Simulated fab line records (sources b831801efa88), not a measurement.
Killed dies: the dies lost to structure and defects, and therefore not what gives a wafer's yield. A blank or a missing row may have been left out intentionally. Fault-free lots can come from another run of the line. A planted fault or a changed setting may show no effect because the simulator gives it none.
Matching of chambers + flow sky130 + SKY_FIELD_ISO_CMP_27 on cmp-02: 4 sister chambers
The step polishes, stops on Si3N4, t overpolish 16 s, target thk 457.8 nm. 8 wafers are shown with their chamber, then 7 later ones without.

== WAFERS PAIRED WITH THEIR CHAMBERS ==
| wafer  | chamber | motorCurrentA (A) | platenRpm (rpm) |
|--------|---------|-------------------|-----------------|
| L627.1 | 3       | 11.2              | 60.00           |
| L627.3 | 1       | 10.7              | 60.00           |
| L627.4 | 2       | 13.1              | 59.99           |
| L628.1 | 0       | 13.2              | 59.96           |
| L628.2 | 3       | 11.3              | 60.01           |
| L628.4 | 2       | 14.1              | 59.99           |
| L636.1 | 1       | 10.5              | 60.02           |
| L636.3 | 0       | 12.9              | 59.95           |

== WAFERS MISSING THEIR CHAMBER ==
| wafer  | motorCurrentA (A) | platenRpm (rpm) |
|--------|-------------------|-----------------|
| L636.5 | 10.7              | 59.97           |
| L638.1 | 10.2              | 59.99           |
| L638.3 | 13.2              | 60.04           |
| L638.6 | 10.5              | 59.95           |
| L643.1 | 10.6              | 59.97           |
| L643.2 | 13.1              | 60.00           |
| L643.4 | 11.5              | 59.92           |

== WHICH CHAMBER EACH ONE RAN IN ==
| wafer  | from the rows above          | in truth                   |
|--------|------------------------------|----------------------------|
| L636.5 | can't be placed: 3 or 1      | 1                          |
| L638.1 | can't be placed: 1 or 3      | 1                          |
| L638.3 | can't be placed: 2 or 3 or 1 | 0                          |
| L638.6 | can't be placed: 3 or 0 or 1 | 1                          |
| L643.1 | can't be placed: 3 or 1      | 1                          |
| L643.2 | 2                            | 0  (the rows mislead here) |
| L643.4 | 0                            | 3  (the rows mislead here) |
Placed correctly: 0 of 7. Cannot be placed on the basis of these rows: 5; the candidates contain the true chamber in 4. Number placed wrongly: 2.
How it was worked out, from the rows above alone: a wafer's distance from a chamber is the root of the sum, over the readings, of the square of ((its reading less the chamber's mean) divided by the reading's scatter). If the next closest chamber is less than 2 further off than the closest, the wafer can't be placed; otherwise it belongs to the closest. A chamber's mean is the mean of its shown wafers. The scatter is the square root of a quotient: the sum, over the shown wafers, of each reading's squared deviation from its chamber's mean, divided by wafers minus chambers.
